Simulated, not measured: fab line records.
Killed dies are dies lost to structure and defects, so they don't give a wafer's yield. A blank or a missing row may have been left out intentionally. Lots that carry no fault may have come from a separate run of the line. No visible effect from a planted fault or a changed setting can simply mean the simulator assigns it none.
Matching of chambers | flow sky130 | 4 sister chambers for SKY_VIA3_CMP_24 on cmp-02
The step polishes, stops on SiO2, t overpolish 20 s, target thk 0 nm. 8 wafers are shown with their chamber, then 12 later ones without.

## WAFERS, EACH WITH ITS CHAMBER
wafer  | chamber | motorCurrentA (A) | timeToEndpointS (s)
L080.2 | 1       | 10.6              | 98
L084.1 | 2       | 13.1              | 96
L084.4 | 0       | 10.6              | 94
L085.1 | 1       | 10.3              | 91
L085.4 | 0       | 10.9              | 90
L086.1 | 2       | 12.4              | 95
L086.3 | 3       | 10.7              | 95
L086.5 | 3       | 11.6              | 95

## WAFERS WITHOUT THEIR CHAMBER
wafer  | motorCurrentA (A) | timeToEndpointS (s)
L088.2 | 9.9               | 99
L088.4 | 10.7              | 92
L088.6 | 10.7              | 97
L093.1 | 9.7               | 97
L093.3 | 10.6              | 94
L093.4 | 11.9              | 98
L095.1 | 13.5              | 97
L095.4 | 10.9              | 94
L095.5 | 13.6              | 99
L096.2 | 10.8              | 100
L096.4 | 10.3              | 97
L096.5 | 10.4              | 100

## WHICH CHAMBER EACH WENT THROUGH
wafer  | from the rows above               | in truth
L088.2 | can't be placed: 1 or 0 or 3      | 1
L088.4 | can't be placed: 0 or 1 or 3      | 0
L088.6 | can't be placed: 1 or 3 or 0      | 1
L093.1 | can't be placed: 1 or 0 or 3      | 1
L093.3 | can't be placed: 1 or 0 or 3      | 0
L093.4 | can't be placed: 3 or 2 or 0 or 1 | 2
L095.1 | 2                                 | 2
L095.4 | can't be placed: 3 or 0 or 1      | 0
L095.5 | 2                                 | 2
L096.2 | can't be placed: 3 or 1 or 0      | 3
L096.4 | can't be placed: 1 or 0 or 3      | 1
L096.5 | can't be placed: 1 or 3 or 0      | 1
Placed correctly: 2 of 12. Can't be placed from these rows: 10 (the true chamber is among the candidates in 10). Number placed wrongly: 0.
How it was worked out, from the rows above alone: a wafer's distance from a chamber is the root of the sum, over the readings, of the square of ((its reading less the chamber's mean) divided by the reading's scatter). If the next closest chamber is less than 2 further off than the closest, the wafer can't be placed; otherwise it belongs to the closest. For every chamber, the mean is computed from those of its wafers that are shown. The scatter: take each reading less its chamber's mean, square it, sum over the shown wafers, divide by the number of wafers less the number of chambers, and take the root.
